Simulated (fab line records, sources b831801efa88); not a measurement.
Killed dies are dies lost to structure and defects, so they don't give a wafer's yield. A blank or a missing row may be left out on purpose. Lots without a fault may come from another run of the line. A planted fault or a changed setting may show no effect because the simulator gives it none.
Which tool did it? | flow sky130 | 12 lots, 36 wafers sampled, at 4 steps of a route of 708

WHAT THE GAUGES READ, wafer by wafer
SKY_CONTACT_THK_MEAS_03.
lot  | measured     | on            | CONTACT_HDPCVD_THK (nm)
L339 | day 30 19:01 | film_metro-01 | 561 566 569
L340 | day 31 05:49 | film_metro-01 | 574 563 568
L342 | day 32 06:28 | film_metro-01 | 556 573 564
L343 | day 32 06:47 | film_metro-02 | 557 570 574
L347 | day 34 10:41 | film_metro-04 | 561 569 565
L348 | day 34 15:25 | film_metro-02 | 567 576 563
L349 | day 34 19:04 | film_metro-04 | 562 563 566
L352 | day 35 12:16 | film_metro-04 | 567 569 571
L353 | day 35 14:46 | film_metro-02 | 575 568 578
L356 | day 36 11:50 | film_metro-02 | 575 568 570
L359 | day 37 23:41 | film_metro-02 | 566 567 566
L361 | day 38 03:04 | film_metro-04 | 565 569 572

SKY_VIA1_THK_MEAS_01.
lot  | measured     | on            | VIA1_HDPCVD_THK (nm)
L339 | day 33 05:23 | film_metro-04 | 1009 1053 1037
L340 | day 33 15:37 | film_metro-02 | 1046 1010 1019
L342 | day 34 16:25 | film_metro-04 | 1002 1021 1008
L343 | day 34 17:04 | film_metro-03 | 999 1047 994
L347 | day 36 19:02 | film_metro-03 | 1010 1022 1042
L348 | day 36 23:51 | film_metro-04 | 1029 998 991
L349 | day 37 02:26 | film_metro-02 | 1023 1019 1033
L352 | day 37 19:38 | film_metro-04 | 1014 1021 1049
L353 | day 37 22:31 | film_metro-02 | 1019 1046 1021
L356 | day 38 19:10 | film_metro-03 | 1019 1012 1042
L359 | day 40 06:13 | film_metro-02 | 1018 1019 1021
L361 | day 40 09:41 | film_metro-03 | 1029 1019 1040

SKY_VIA1_BOW_MEAS_03.
lot  | measured     | on            | VIA1_BOW (um)
L339 | day 33 05:46 | film_metro-03 | 66 62 76
L340 | day 33 15:58 | film_metro-04 | 77 81 93
L342 | day 34 16:47 | film_metro-02 | 78 79 62
L343 | day 34 17:26 | film_metro-02 | 98 89 82
L347 | day 36 19:24 | film_metro-03 | 92 78 69
L348 | day 37 00:18 | film_metro-03 | 83 75 82
L349 | day 37 02:49 | film_metro-03 | 86 72 78
L352 | day 37 20:00 | film_metro-02 | 91 65 76
L353 | day 37 22:53 | film_metro-04 | 81 81 82
L356 | day 38 19:35 | film_metro-04 | 91 90 89
L359 | day 40 06:36 | film_metro-03 | 70 78 89
L361 | day 40 10:05 | film_metro-04 | 87 77 81

WHICH TOOL RAN EACH LOT (tool, then ch and the chambers of the sampled wafers, then the start)
lot  | SKY_METAL1_ETCH_18
L339 | rie_metal-01 ch 0, day 33 04:23
L340 | rie_metal-02 ch 1, day 33 14:35
L342 | rie_metal-01 ch 0,1, day 34 15:31
L343 | rie_metal-04 ch 0,1, day 34 16:10
L347 | rie_metal-01 ch 0,1, day 36 18:08
L348 | rie_metal-01 ch 0,1, day 36 23:00
L349 | rie_metal-04 ch 0, day 37 01:23
L352 | rie_metal-01 ch 0,1, day 37 18:46
L353 | rie_metal-02 ch 0,1, day 37 21:40
L356 | rie_metal-01 ch 1, day 38 18:13
L359 | rie_metal-02 ch 0,1, day 40 05:20
L361 | rie_metal-02 ch 0,1, day 40 08:47
- SKY_METAL1_ETCH_18: etches BARC in N2/H2, stops on SiO2, time 45.9 s, target depth 60 nm.

WHAT THE TOOLS THEMSELVES READ (means of the sampled wafers that have a number; where no wafer has one, the mark that the record gives instead)
SKY_METAL1_ETCH_18.
lot  | tool         | bias_w (W) | drypump_motor_current_A (A) | oes_product_au (a.u.) | rf_fwd_power_W (W) | throttle_valve_pct (%)
L339 | rie_metal-01 | 99.6       | 6.2                         | 0.856                 | 492.9              | 13.224
L340 | rie_metal-02 | 100.1      | 5.7                         | 0.856                 | 497.7              | 13.226
L342 | rie_metal-01 | 99.9       | 6.2                         | 0.855                 | 495.0              | 13.229
L343 | rie_metal-04 | 100.0      | 5.9                         | 0.859                 | 495.8              | 13.229
L347 | rie_metal-01 | 100.1      | 6.3                         | 0.855                 | 492.4              | 13.223
L348 | rie_metal-01 | 99.9       | 6.3                         | 0.851                 | 491.8              | 13.236
L349 | rie_metal-04 | 99.7       | 5.6                         | 0.852                 | 496.2              | 13.225
L352 | rie_metal-01 | 100.0      | 6.3                         | 0.853                 | 411.2              | 13.224
L353 | rie_metal-02 | 99.9       | 5.9                         | 0.849                 | 495.7              | 13.222
L356 | rie_metal-01 | 100.0      | 6.4                         | 0.854                 | 410.7              | 13.221
L359 | rie_metal-02 | 100.0      | 5.9                         | 0.854                 | 494.7              | 13.210
L361 | rie_metal-02 | 100.2      | 5.8                         | 0.856                 | 494.7              | 13.214

THE ANSWER, worked out from the rows above alone
Rule: what is usual is taken from the lots themselves. Put in order of their means at a reading, lots are off if they are a third of the lots or fewer, leave a main group of 4 or more, and stand apart from it by a gap of 3 or more times the standard deviation of the main group's means; of several such gaps the widest counts. A main group whose means are all the same, to the digits that the tables above print for the reading, isn't used. A lot without any number at a reading at which 4 lots or more have one is off too. The other lots that the step has rows for count as sound. The gauges are gone through in route order, then the tools' own readings, and for those a lot's mean is taken as printed above. The first step at which some lot is off is used, and at that step the reading that is off furthest; a lot without a number counts as furthest.
Off: L352, L356, at SKY_METAL1_ETCH_18 (rf_fwd_power_W). The main group: mean 494.7 W, standard deviation 1.7.
A tool fits if, at that step or a process step before it, it ran every lot that is off, and no sound lot after the first of them. One fits: rie_metal-01 at SKY_METAL1_ETCH_18. Its last sound lot is L348 (day 36 23:00), its first lot that is off L352 (day 37 18:46): a fault that began between those two fits.
The tool's own readings at SKY_METAL1_ETCH_18 bear it out: on the lots that are off they differ by more than 5 times the standard deviation of the sound lots' means. rf_fwd_power_W reads 410.9 W there against 494.7 W on the sound lots.

WHAT THE SIMULATOR HAD PUT IN
Process parameter drift: rie_metal-01, from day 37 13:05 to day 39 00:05, at SKY_METAL1_ETCH_18. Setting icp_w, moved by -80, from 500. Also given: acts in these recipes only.
Lots struck among those shown: L352, L356. The rule above found the same.
